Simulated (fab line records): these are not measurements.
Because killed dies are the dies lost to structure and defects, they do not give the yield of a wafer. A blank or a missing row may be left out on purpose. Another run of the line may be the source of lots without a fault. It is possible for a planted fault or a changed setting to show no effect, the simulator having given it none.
Which tool was responsible? ; flow gf180mcu ; 6 lots, 17 wafers sampled, at 4 steps of a route of 602

WHAT THE GAUGES READ, wafer by wafer
GF_SAB_THK_MEAS_01.
lot;measured;on;SAB_CVD_00_THK (nm)
L116;day 15 00:32;film-metro-01;49.0 49.4 50.4
L119;day 16 00:34;film-metro-01;50.3 74.2 50.3 74.2
L129;day 19 17:35;film-metro-01;49.5 50.5 49.9
L131;day 20 07:50;film-metro-01;49.8 50.9 50.6
L134;day 21 11:10;film-metro-01;49.8 50.7 51.0
L135;day 22 03:26;film-metro-02;48.9 48.9 49.7

WHAT TOOL EACH LOT RAN ON (gives the tool, then ch and the chambers of the sampled wafers, and finally the start)
lot;GF_HV_LDD_STRIP_22;GF_PSD_RTA_13;GF_SAB_CVD_00
L116;plasma-asher-03 ch 0, day 11 11:35;rtp-anneal-02 ch 0, day 15 00:12;pecvd-01 ch 1,2, day 15 00:31
L119;plasma-asher-02 ch 0, day 12 08:08;rtp-anneal-01 ch 0, day 16 00:14;pecvd-02 ch 0,2, day 16 00:33
L129;plasma-asher-02 ch 0, day 15 15:05;rtp-anneal-01 ch 0, day 19 17:12;pecvd-03 ch 0,2, day 19 17:31
L131;plasma-asher-04 ch 0,1, day 16 05:01;rtp-anneal-02 ch 0, day 20 07:30;pecvd-02 ch 1,2, day 20 07:48
L134;plasma-asher-03 ch 0,1, day 17 06:26;rtp-anneal-01 ch 0, day 21 10:49;pecvd-02 ch 0,1, day 21 11:07
L135;plasma-asher-03 ch 0, day 17 23:35;rtp-anneal-01 ch 0, day 22 03:05;pecvd-03 ch 0,1,2, day 22 03:24
- GF_HV_LDD_STRIP_22: strips in O2/N2.
- GF_PSD_RTA_13: time 20 s.
- GF_SAB_CVD_00: deposits SiO2 from TEOS, target thk 50 nm, time 4.9302 s.

THE ANSWER, worked out from the rows above alone
Rule: usual is defined by the lots themselves. Put in order of their means at a reading, lots are off if they are a third of the lots or fewer, leave a main group of 4 or more, and stand apart from it by a gap of 3 or more times the standard deviation of the main group's means; of several such gaps the widest counts. A main group whose means are all the same, to the digits that the tables above print for the reading, isn't used. Also off: a lot with no number at a reading for which 4 or more lots have one. All remaining lots with rows at the step are treated as sound.
Off: L119, seen at GF_SAB_THK_MEAS_01 (SAB_CVD_00_THK). For the main group the mean is 49.9 nm and the standard deviation 0.5.
A tool fits if, at a process step before that reading, it ran every lot that is off, and no sound lot after the first of them. Those tools and the gauges at GF_SAB_THK_MEAS_01 are tried in the same way. Not one of the candidates tried fits.

WHAT THE SIMULATOR PUT IN
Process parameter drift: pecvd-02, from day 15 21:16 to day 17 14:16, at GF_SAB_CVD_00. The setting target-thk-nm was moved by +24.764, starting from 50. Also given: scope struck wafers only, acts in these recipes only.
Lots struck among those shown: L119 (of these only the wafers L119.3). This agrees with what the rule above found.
